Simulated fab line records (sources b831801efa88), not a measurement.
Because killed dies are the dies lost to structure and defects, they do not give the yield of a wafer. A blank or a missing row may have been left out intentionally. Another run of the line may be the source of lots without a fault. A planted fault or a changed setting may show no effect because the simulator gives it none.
Which tool was responsible?	flow gf180mcu	Sampling: 11 lots, 33 wafers, 4 of 602 route steps

## WHAT THE GAUGES SHOWED, per wafer
GF_CONTACT_THK_MEAS_03.
lot	measured	on	CONTACT_CVD_02_THK (nm)
L447	day 15 17:40	film-metro-04	869 874 879
L449	day 16 09:24	film-metro-04	864 864 866
L451	day 16 20:42	film-metro-04	846 873 857
L459	day 19 22:41	film-metro-01	845 863 871
L461	day 20 19:17	film-metro-02	844 856 849
L462	day 21 03:46	film-metro-04	857 860 875
L463	day 21 09:25	film-metro-01	857 852 862
L464	day 21 23:12	film-metro-02	847 847 863
L465	day 22 00:07	film-metro-01	853 851 863
L466	day 22 08:47	film-metro-01	845 849 865
L468	day 23 02:40	film-metro-04	855 866 873

GF_CONTACT_CD_MEAS_14 targets a cd of 220 nm.
lot	measured	on	cd-nm (nm)
L447	day 16 16:45	cd-sem-02	218.7 219.3 219.1
L449	day 17 08:20	cd-sem-01	220.6 219.1 218.7
L451	day 17 20:11	cd-sem-01	223.6 224.5 223.4
L459	day 20 23:14	cd-sem-01	222.8 222.4 222.2
L461	day 21 19:49	cd-sem-01	218.0 218.9 218.9
L462	day 22 03:29	cd-sem-02	219.3 218.9 219.2
L463	day 22 09:06	cd-sem-01	222.9 222.1 222.4
L464	day 22 22:59	cd-sem-01	216.8 216.4 216.5
L465	day 22 23:13	cd-sem-02	218.0 218.9 218.5
L466	day 23 08:04	cd-sem-01	220.6 221.2 220.5
L468	day 24 01:50	cd-sem-02	221.5 222.3 220.8

GF_V1_THK_MEAS_03.
lot	measured	on	V1_CVD_02_THK (nm)
L447	day 17 18:28	film-metro-02	844 847 855
L449	day 18 11:00	film-metro-01	933 944 942
L451	day 18 22:15	film-metro-03	931 952 945
L459	day 22 02:36	film-metro-03	831 856 852
L461	day 22 21:16	film-metro-01	848 857 850
L462	day 23 04:38	film-metro-02	846 851 858
L463	day 23 10:36	film-metro-01	839 840 849
L464	day 23 23:47	film-metro-03	830 833 851
L465	day 24 00:55	film-metro-03	833 832 842
L466	day 24 09:16	film-metro-03	830 837 856
L468	day 25 02:55	film-metro-03	842 841 840

## WHAT TOOL EACH LOT RAN ON (gives the tool, then ch and the chambers of the sampled wafers, and finally the start)
lot	GF_V1_CVD_02
L447	pecvd-01 ch 0,1,2, day 17 18:24
L449	pecvd-01 ch 0,1,2, day 18 10:55
L451	pecvd-01 ch 1,2, day 18 22:11
L459	pecvd-01 ch 1,2, day 22 02:32
L461	pecvd-03 ch 0,1,2, day 22 21:12
L462	pecvd-02 ch 0,1,2, day 23 04:34
L463	pecvd-01 ch 0,1, day 23 10:32
L464	pecvd-01 ch 0,2, day 23 23:43
L465	pecvd-03 ch 0,1, day 24 00:51
L466	pecvd-01 ch 1,2, day 24 09:12
L468	pecvd-01 ch 1,2, day 25 02:51
- GF_V1_CVD_02: deposits SiO2 from TEOS, target thk 850 nm, time 94.851 s.

## WHAT THE TOOLS THEMSELVES READ (means of the sampled wafers that have a number; where no wafer has one, the mark that the record gives instead)
GF_V1_CVD_02.
lot	tool	heater-power-w (W)	rf-fwd-power-W (W)
L447	pecvd-01	638	598.6
L449	pecvd-01	559	837.7
L451	pecvd-01	561	837.8
L459	pecvd-01	711	598.3
L461	pecvd-03	607	595.2
L462	pecvd-02	675	595.5
L463	pecvd-01	647	597.8
L464	pecvd-01	600	598.7
L465	pecvd-03	607	596.7
L466	pecvd-01	593	597.0
L468	pecvd-01	660	597.0

## THE ANSWER, worked out from the rows above alone
Rule: what is usual is taken from the lots themselves. Put in order of their means at a reading, lots are off if they are a third of the lots or fewer, leave a main group of 4 or more, and stand apart from it by a gap of 3 or more times the standard deviation of the main group's means; of several such gaps the widest counts. The tables above print the reading to a certain number of digits; a main group whose means all agree to those digits is not used. A lot without any number at a reading at which 4 lots or more have one is off too. The other lots that the step has rows for count as sound. The gauges are gone through in route order, then the tools' own readings, and for those a lot's mean is taken as printed above. At the first step where some lot is off, the reading lying furthest off is the one used; lots without a number count as furthest.
Off: L449, L451, seen at GF_V1_THK_MEAS_03 (V1_CVD_02_THK). For the main group the mean is 844 nm and the standard deviation 5.5.
If a tool, at a process step before that reading, ran all the lots that are off and no sound lot after the first of them, it fits. The gauges at GF_V1_THK_MEAS_03 aren't tried: what is off there is off at GF_V1_CVD_02 too, on other tools, and a gauge's error can't cause that. None of those tried fits.

## WHAT THE SIMULATOR PUT IN
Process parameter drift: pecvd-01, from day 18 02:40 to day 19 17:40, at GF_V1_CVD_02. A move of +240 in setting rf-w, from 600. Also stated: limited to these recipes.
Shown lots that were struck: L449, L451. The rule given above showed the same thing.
